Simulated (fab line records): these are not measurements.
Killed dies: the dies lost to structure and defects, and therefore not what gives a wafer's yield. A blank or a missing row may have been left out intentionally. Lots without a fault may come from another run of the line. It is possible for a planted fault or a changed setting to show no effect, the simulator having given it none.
Comparing a struck lot with a sound one	flow sky130	18 steps out of a route of 708
Sound: these wafers, L664.1, L664.4, L664.6. Wafers struck: L677.2, L677.4, L677.6. At the end, the cause is stated.
For every step that has rows: the tool of each side, followed by ch and its chambers, followed by its first start. Under that, the readings that differ: sound wafers	struck wafers	difference of the means	sigmas: that difference in standard deviations of wafers without a fault.
alike: words and numbers the same on both sides, and readings whose means are apart by under 2 such deviations; not compared: readings that were withheld, readings missing a value for some wafer, numbers with overlapping values and no deviation given by the record, and bounds like >300 which may hide the same value.
Wherever a step has rows on one side only, a row that says differs or no value, or a row with sigmas, the two part there. Numbers that have no deviation but don't overlap get no sigmas and don't part them. Lack of a reading on every wafer of one side parts them only where that side has two or more wafers.

first, 2 steps without rows for these wafers: SKY_GATE_OXIDE_CLEAN_00 (cleans in SC1/SC2, time 150 s); SKY_GATE_OXIDE_OXIDATION_01 (stabilise 600 s, purge 300 s, target thk 10.268 nm).
SKY_GATE_OXIDE_THK_MEAS_02:
  sound on film metro-04 at day 15 15:48; struck on film metro-02 at day 20 00:31
  alike: GATE_OXIDE_OXIDATION_00_THK
then, 7 steps without rows for these wafers: SKY_GATE_OXIDE_DEHYDRATE_03 (time 60 s); SKY_GATE_OXIDE_HMDS_04 (prime time 60 s); SKY_GATE_OXIDE_COAT_05 (resist thk 1140 nm); SKY_GATE_OXIDE_SOFTBAKE_06 (time 60 s); SKY_GATE_OXIDE_EXPOSE_07 (exposes mask LVOM, target cd 600 nm); SKY_GATE_OXIDE_PEB_08; SKY_GATE_OXIDE_DEVELOP_09 (develop time 60 s).
SKY_GATE_OXIDE_OVL_MEAS_10:
  sound on overlay-01 at day 16 19:35; struck on overlay-02 at day 21 07:41
  alike: GATE_OXIDE_OVL
next, for these wafers, 1 step has no rows: SKY_GATE_OXIDE_IMPLANT_11.
SKY_GATE_OXIDE_WET_ETCH_12: etches SiO2 in dHF, target depth 16.8 nm, time 336 s.
  sound on wet bench-04 ch 2, day 16 19:46; struck on wet bench-01 ch 2, day 21 07:52
  no value came back on the struck wafers for bath heat duty pct (%), run length s (s); on the sound wafers bath heat duty pct (%) reads 6.3 5.7 6.2
reading	sound	struck	difference	sigmas
model.SiO2_of_FIELD_ISO_CVD_24.thk nm (nm)	364.1 363.6 364.5	384.1 382.8 382.4	+19.0	
SKY_GATE_OXIDE_STRIP_13: strips in O2/N2.
  sound on plasma asher-02 ch 0,1, day 16 19:52; struck on plasma asher-03 ch 1, day 21 07:58
  alike: drypump motor current A, oes product au, strip time to endpoint s
  not compared: rf hours counter h
SKY_GATE_OXIDE_TW_MEAS_14:
  sound on film metro-02 at day 16 19:58; struck on film metro-02 at day 21 08:05
  alike: GATE_OXIDE_TW
SKY_GATE_OXIDE_CLEAN_15: cleans in SC1/SC2, time 150 s.
  sound on wet bench-03 ch 0, day 16 20:02; struck on wet bench-03 ch 3, day 21 08:08
reading	sound	struck	difference	sigmas
model.SiO2_of_FIELD_ISO_CVD_24.thk nm (nm)	363.4 362.9 363.9	383.4 382.1 381.7	+19.0	
then, 1 step without rows for these wafers: SKY_GATE_OXIDE_OXIDATION_16 (stabilise 600 s, purge 300 s, target thk 3.57 nm).
-- here the record skips 29 days between the struck wafers' starts before and after, leaving off in module GATE_OXIDE and picking up in module PAD_OPEN (first step shown: number 708 of the route) --
SKY_PAD_OPEN_PROBE_99:
  sound on prober-01 at day 48 01:10; struck on prober-01 at day 50 14:11
reading	sound	struck	difference	sigmas
hold	- - -	await dispo/3.3h/scrap await dispo/3.3h/scrap await dispo/3.3h/scrap	no value on the sound wafers	
killed at front end	9 20 10	430 431 423	+415	+99 or more
killed dies	81 86 80	492 492 492	+410	+45
killed on rim	14 16 13	96 96 96	+82	+23
  alike: killed_at_M0_to_M3, killed_at_M4_up, killed at contacts, killed at other, killed open, killed short

== WHERE THEY PART ==
At SKY_GATE_OXIDE_WET_ETCH_12 first; at SKY_PAD_OPEN_PROBE_99 last (within this record only).

WHY: the cause the simulator had injected
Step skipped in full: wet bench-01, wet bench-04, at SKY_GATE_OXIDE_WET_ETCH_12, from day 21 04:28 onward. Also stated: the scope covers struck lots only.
